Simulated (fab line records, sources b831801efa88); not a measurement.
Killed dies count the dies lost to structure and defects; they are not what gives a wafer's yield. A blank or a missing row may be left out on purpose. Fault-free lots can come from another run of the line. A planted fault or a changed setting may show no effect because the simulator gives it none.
A single fault, viewed from 2 desks ; flow gf180mcu ; numbers are kept per desk, each desk with only its own; the story behind them comes last
Where a reading is given only as a bound, like >300, the bound stands for it, and a mean or a difference that rests on one is marked > or <: the true number lies beyond.

## FOR THE TOOL OWNER'S DESK: cvd_w-01
The tool's own readings at GF_V2_CVD_23 (deposits W, target thk 350 nm, time 104.94 s): means of the sampled wafers that have a number, for each lot that ran on this tool. The brackets show how far a lot's mean lies from the usual mean; more than 4 standard deviations puts the lot out of limits, marked OUT.
Columns: A = chamber_pressure_Torr at GF_V2_CVD_23, usual 40.00 Torr; B = heater_power_outer_w at GF_V2_CVD_23, usual 557 W; C = heater_power_w at GF_V2_CVD_23, usual 920 W
lot;first seen here;A;B;C
L246;day 19 21:48;40.02;532;896
L248;day 20 22:07;39.89;545;914
L249;day 21 05:52;40.04;539;882
L264;day 27 00:14;39.94;561;933
L265;day 27 02:11;39.99;565;930
L266;day 27 03:47;40.01;532;893
Result from this desk: across the 6 lots, nothing is out of limits.

## FROM THE METROLOGY DESK
What the gauges read for every lot (on any tool): the sampled wafers with a number, averaged. The brackets show how far a lot's mean lies from the usual mean; more than 4 standard deviations puts the lot out of limits, marked OUT.
Columns: A = V2_W_RS at GF_V2_RS_MEAS_24, usual 0.328 ohm/sq; B = V2_W_THK at GF_V2_THK_MEAS_25, usual 356 nm; C = M3_OVL at GF_M3_OVL_MEAS_15, usual 2 nm
lot;first seen here;A;B;C
L246;day 19 21:55;0.324;359;-5
L247;day 20 10:05;0.328;357;-3
L248;day 20 22:13;0.327;362;1
L249;day 21 06:00;0.331;357;-1
L251;day 22 09:41;0.329;353;0
L253;day 23 02:42;43.778 (+99 or more) OUT;<0 (<-67) OUT;-
L254;day 23 09:05;44.233 (+99 or more) OUT;<0 (<-67) OUT;-
L262;day 26 01:23;0.328;350;8
L263;day 26 08:05;0.328;355;6
L264;day 27 00:23;0.328;359;5
L265;day 27 02:18;0.328;360;-1
L266;day 27 03:55;0.327;352;6
L267;day 27 13:15;0.327;361;9
L268;day 27 21:33;0.328;359;3
This desk reports L253, L254 out of limits; the earliest was L253 at day 23 02:42 (V2_W_RS at GF_V2_RS_MEAS_24). L246, L247, L248, L249, L251, L262, L263, L264, L265, L266, L267, L268 stayed within limits.

## BROUGHT TOGETHER
Metrology desk: alarm possible at day 23 02:42 on L253, L254.
The desk of the tool owner found nothing out of limits.
The tool owner's desk has no number on record for L253, L254.
GF_V2_CVD_23 was run on cvd_w-01 by each of the lots named.

## WHAT THE SIMULATOR HAD PUT IN
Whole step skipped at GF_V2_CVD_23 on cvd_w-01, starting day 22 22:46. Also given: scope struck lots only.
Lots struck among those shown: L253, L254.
Time in hours between the start of the fault and the first out-of-limits reading at each desk: metrology desk, 4.
